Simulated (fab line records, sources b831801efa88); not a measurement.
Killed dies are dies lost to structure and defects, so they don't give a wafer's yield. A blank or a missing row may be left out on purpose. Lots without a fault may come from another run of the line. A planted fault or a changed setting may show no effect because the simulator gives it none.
A struck lot beside a sound one | flow sky130 | 43 steps out of a route of 708
Sound: wafers L392.2, L392.4, L392.6. Struck: wafers L394.1, L394.2, L394.5. The cause comes at the end.
At each step with rows: each side's tool, then ch and its chambers, then its first start. Under that, the readings that differ: sound wafers | struck wafers | difference of the means | sigmas: that difference in standard deviations of wafers without a fault.
alike: readings whose means differ by less than 2 such deviations, and words and numbers that are the same on both sides. not compared: withheld readings, readings that some wafer has no value for, bounds like >300 that may hide the same value, and numbers for which the record gives no deviation and whose values overlap.
The two part at a step that has a row with sigmas, a row that says differs or no value, or rows on one side only. Numbers that don't overlap but have no deviation are shown without sigmas and don't part them. A reading that every wafer of one side lacks parts them only if that side has two wafers or more.

first, 1 step without rows for these wafers: SKY_VIA4_ETCH_12 (etches SiO2 in C4F8/O2/Ar, stops on TiN, target depth 580 nm).
SKY_VIA4_STRIP_13: strips in O2/N2.
  sound on plasma_asher-03 ch 0,1, day 46 15:35; struck on plasma_asher-02 ch 0,1, day 47 00:02
  alike: chamber_pressure_mTorr, drypump_motor_current_A, oes_product_au, strip_time_to_endpoint_s
  not compared: rf_hours_counter_h
then, 3 steps without rows for these wafers: SKY_VIA4_STRIP_14 (strips in post etch residue remover, time 1200 s); SKY_VIA4_CLEAN_15 (cleans in IPA, time 180 s); SKY_VIA4_CLEAN_16 (cleans in O3/DIW).
SKY_VIA4_SPUTTER_17: material TiN, target thk 20 nm, time 80 s.
  sound on pvd_sputter-01, day 46 16:11; struck on pvd_sputter-02, day 47 00:40
  reading                | sound          | struck         | difference | sigmas
  throttle_valve_pct (%) | 30.8 31.2 30.8 | 29.3 29.1 29.1 | -1.8       | -2
then, 1 step without rows for these wafers: SKY_VIA4_CVD_18 (deposits W, target thk 505 nm, time 152.14 s).
SKY_VIA4_RS_MEAS_19: measures by four-point-probe.
  sound on film_metro-03, day 46 16:25; struck on film_metro-03, day 47 00:53
  alike: VIA4_W_RS
SKY_VIA4_THK_MEAS_20: measures by xrf.
  sound on film_metro-03, day 46 16:32; struck on film_metro-03, day 47 01:00
  alike: VIA4_W_THK
then, 1 step without rows for these wafers: SKY_VIA4_CMP_21 (polishes, stops on SiO2, t overpolish 23.17 s, target thk 0 nm).
SKY_METAL5_SPUTTER_00: material Ti, target thk 15 nm, time 10 s.
  sound on pvd_sputter-01, day 46 16:53; struck on pvd_sputter-01, day 47 01:22
  alike: throttle_valve_pct
SKY_METAL5_SPUTTER_01: material TiN, target thk 20 nm, time 16.7 s.
  sound on pvd_sputter-01, day 46 16:54; struck on pvd_sputter-01, day 47 01:23
  alike: throttle_valve_pct
SKY_METAL5_SPUTTER_02: material AlCu, target thk 1150 nm, time 61.2 s.
  sound on pvd_sputter-01, day 46 16:55; struck on pvd_sputter-01, day 47 01:25
  alike: throttle_valve_pct
then, 1 step without rows for these wafers: SKY_METAL5_SPUTTER_03 (material Ti, target thk 5 nm, time 3.3 s).
SKY_METAL5_SPUTTER_04: material TiN, target thk 70 nm, time 58.3 s.
  sound on pvd_sputter-01, day 46 16:59; struck on pvd_sputter-01, day 47 01:28
  alike: throttle_valve_pct
SKY_METAL5_RS_MEAS_05: measures by four-point-probe.
  sound on film_metro-02, day 46 17:04; struck on film_metro-02, day 47 01:31
  alike: METAL5_ALCU_RS
SKY_METAL5_THK_MEAS_06: measures by xrf.
  sound on film_metro-02, day 46 17:10; struck on film_metro-02, day 47 01:38
  alike: METAL5_ALCU_THK
then, 14 steps without rows for these wafers: SKY_METAL5_DEHYDRATE_07 (time 60 s); SKY_METAL5_HMDS_08 (prime time 60 s); SKY_METAL5_COAT_09 (resist thk 1800 nm); SKY_METAL5_SOFTBAKE_10 (time 60 s); SKY_METAL5_EXPOSE_11 (exposes mask MM5, target cd 1600 nm); SKY_METAL5_PEB_12; SKY_METAL5_DEVELOP_13 (develop time 60 s); SKY_METAL5_DESCUM_14 (chemistry O2, time 11 s); SKY_METAL5_METAL_ETCH_15 (etches the open film in Cl2/BCl3, stops on SiO2, target depth 1260 nm, time 252 s); SKY_METAL5_STRIP_16 (strips in O2/N2); SKY_METAL5_STRIP_17 (strips in post etch residue remover, time 1200 s); SKY_METAL5_CLEAN_18 (cleans in IPA, time 180 s); SKY_METAL5_CLEAN_19 (cleans in O3/DIW); SKY_PASSIVATION_CVD_00 (deposits SiO2, target thk 90 nm).
SKY_PASSIVATION_THK_MEAS_01:
  sound on film_metro-01, day 47 13:41; struck on film_metro-04, day 47 22:32
  alike: PASSIVATION_CVD_00_THK
then, 1 step without rows for these wafers: SKY_PASSIVATION_CVD_02 (deposits Si3N4, target thk 540 nm).
SKY_PASSIVATION_THK_MEAS_03:
  sound on film_metro-04, day 47 13:59; struck on film_metro-02, day 47 22:50
  alike: PASSIVATION_CVD_02_THK
then, 8 steps without rows for these wafers: SKY_PASSIVATION_DEHYDRATE_04 (time 60 s); SKY_PASSIVATION_HMDS_05 (prime time 60 s); SKY_PASSIVATION_COAT_06 (resist thk 3000 nm); SKY_PASSIVATION_SOFTBAKE_07; SKY_PASSIVATION_EXPOSE_08 (exposes mask NSM, target cd 3000 nm); SKY_PASSIVATION_PEB_09; SKY_PASSIVATION_DEVELOP_10 (develop time 60 s); SKY_PASSIVATION_ETCH_11 (etches the open film in CF4/O2, stops on AlCu, target depth 725 nm, time 161.1 s).
SKY_PAD_OPEN_PROBE_99:
  sound on prober-02, day 49 06:05; struck on prober-02, day 49 13:12
  reading                               | sound             | struck            | difference | sigmas
  defect_limited_yield (%)              | 78.5 85.6 81.7    | 72.0 78.0 78.0    | -5.9       | -3
  killed_at_M4_up                       | 4 2 3             | 49 24 53          | +39        | +24
  killed_dies                           | 106 71 90         | 138 108 108       | +29        | +3
  sort_bin_3_pad_short (%)              | 1.2 0.4 0.8       | 2.8 1.8 3.0       | +1.7       | +4
  sort_bin_5_function (%)               | 12.2 8.9 10.4     | 16.9 12.0 13.2    | +3.5       | +2
  sort_n_pass                           | 386 421 402       | 354 384 384       | -29        | -3
  sort_yield_pct (%)                    | 78.5 85.6 81.7    | 72.0 78.0 78.0    | -5.9       | -3
  model.etest.tester.sort_n_pass        | 386 421 402       | 354 384 384       | -29        |
  model.etest.tester.sort_yield_pct (%) | 78.46 85.57 81.71 | 71.95 78.05 78.05 | -5.90      |
  model.etest.tester.sort_bin_3_pct (%) | 1.22 0.4065 0.813 | 2.846 1.829 3.049 | +1.761     |
  alike: killed_at_M0_to_M3, killed_at_contacts, killed_at_front_end, killed_at_other, killed_on_rim, killed_open, killed_short, sort_bin_6_memory
  not compared: model.etest.tester.sort_bin_5_pct

WHERE THEY PART
First at SKY_VIA4_SPUTTER_17; last, within this record, at SKY_PAD_OPEN_PROBE_99.

WHY: what the simulator had put in
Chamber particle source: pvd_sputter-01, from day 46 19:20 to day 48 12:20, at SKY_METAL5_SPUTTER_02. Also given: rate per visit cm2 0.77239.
